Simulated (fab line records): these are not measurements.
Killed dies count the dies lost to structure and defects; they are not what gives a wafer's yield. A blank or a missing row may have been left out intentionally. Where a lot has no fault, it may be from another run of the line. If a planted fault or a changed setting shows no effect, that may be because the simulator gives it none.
Code-filled problem report in 8D (eight disciplines) form :: flow sky130 :: the parts of the form that need people (team, actions taken, sign-off) are left out

== 1. THE PROBLEM ==
Wafers free of any fault read 68.52 ohm/sq (standard deviation 0.17) for SD_N_RS at SKY_SD_N_RS_MEAS_16, against a mean of 67.56 ohm/sq on 4 wafers of 2 lots. That is -5.7 standard deviations from the usual mean.
The step: measures by four-point-probe.
First seen on wafer L118.1, day 33 12:40, on film metro-04. At this step, 34 wafers from 12 lots have a number in the record. Rule for "out" (also "out of limits"): further than 4 standard deviations from the usual mean. The other wafers with a number count as sound.

== 2. WHAT IT IS, WHAT IT ISN'T ==
question: which readings at this step
is: SD_N_RS
is not: -

question: which lots
is: L118, L120
is not: L100, L102, L104, L105, L106, L107, L108, L110, L112, L121

question: which wafers of those lots
is: all that have a number
is not: -

question: read on which gauges
is: film metro-02, film metro-04
is not: film metro-03

question: when
is: from day 33 12:40
is not: up to then (27 sound wafers); but 3 sound wafers of L121 came after

== 3. SUSPECTS, AND WHAT RULES EACH OUT ==
Counting: a tool at a process step up to the reading stays a suspect if it ran every lot that is out and no sound lot after the first of them.
- ruled out: the gauge at SKY_SD_N_RS_MEAS_16. 2 gauges (film metro-02, film metro-04) read the wafers that are out.
- rtp anneal-02 at SKY_SD_N_RTA_14 (time 2 s): kept. It ran every lot that is out, first L118 (day 33 12:29), and no sound lot after that; its last sound lot up to then is L112 (day 32 07:17). Out on those wafers are its own readings of wafer_temp_C_max.
The count leaves rtp anneal-02 at SKY_SD_N_RTA_14.

== 4. THE CAUSE (what the simulator had put in) ==
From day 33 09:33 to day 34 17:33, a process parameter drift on rtp anneal-02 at SKY_SD_N_RTA_14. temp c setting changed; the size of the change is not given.
Counting left only this tool.

== 5. SEQUENCE OF EFFECTS, ordered by route ==
One row per reading whose mean, taken over the struck wafers that have a number, lies over 3 standard deviations from the usual. Only readings for which the record gives a usual standard deviation are gone through. hours: the time from each lot's start at the first step in this table that gives one to its start at this step, as a median over the lots. sigmas: the change in usual standard deviations.
hours: 0
step: SKY_SD_N_RTA_14
reading: wafer_temp_C_max
usual: 1078.0
on struck wafers: 1084.2
change: +6.2
sigmas: +5.1

hours: 0
step: SKY_SD_N_RS_MEAS_16
reading: SD_N_RS
usual: 68.52 ohm/sq
on struck wafers: 67.56
change: -0.96
sigmas: -5.7

hours: 0
step: SKY_SD_N_RS_MEAS_17
reading: SD_P_RS
usual: 147.0 ohm/sq
on struck wafers: 142.1
change: -4.9
sigmas: -10
Here are the process steps it includes:
- SKY_SD_N_RTA_14: time 2 s.
Later measuring or inspecting steps at which every struck wafer that the step has a row for has a number for every such reading, and none has moved that far: SKY_CONTACT_OVL_MEAS_15.

== 6. HOW IT WOULD HAVE BEEN CAUGHT EARLIER ==
Counted from the fault's start at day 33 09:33, it took 3 hours until the first out-of-limits reading at a measuring or inspecting step in this record, taken at day 33 12:40.
At SKY_SD_N_RTA_14, the tool's own readings (wafer_temp_C_max) were out on each struck wafer the step has a row for, so an alarm limit on them would have fired on the first such wafer.
L120, from the lots that are out (2), started SKY_SD_N_RTA_14 on rtp anneal-02 later than day 33 12:40. It would have been spared by a hold on the tool at that moment.
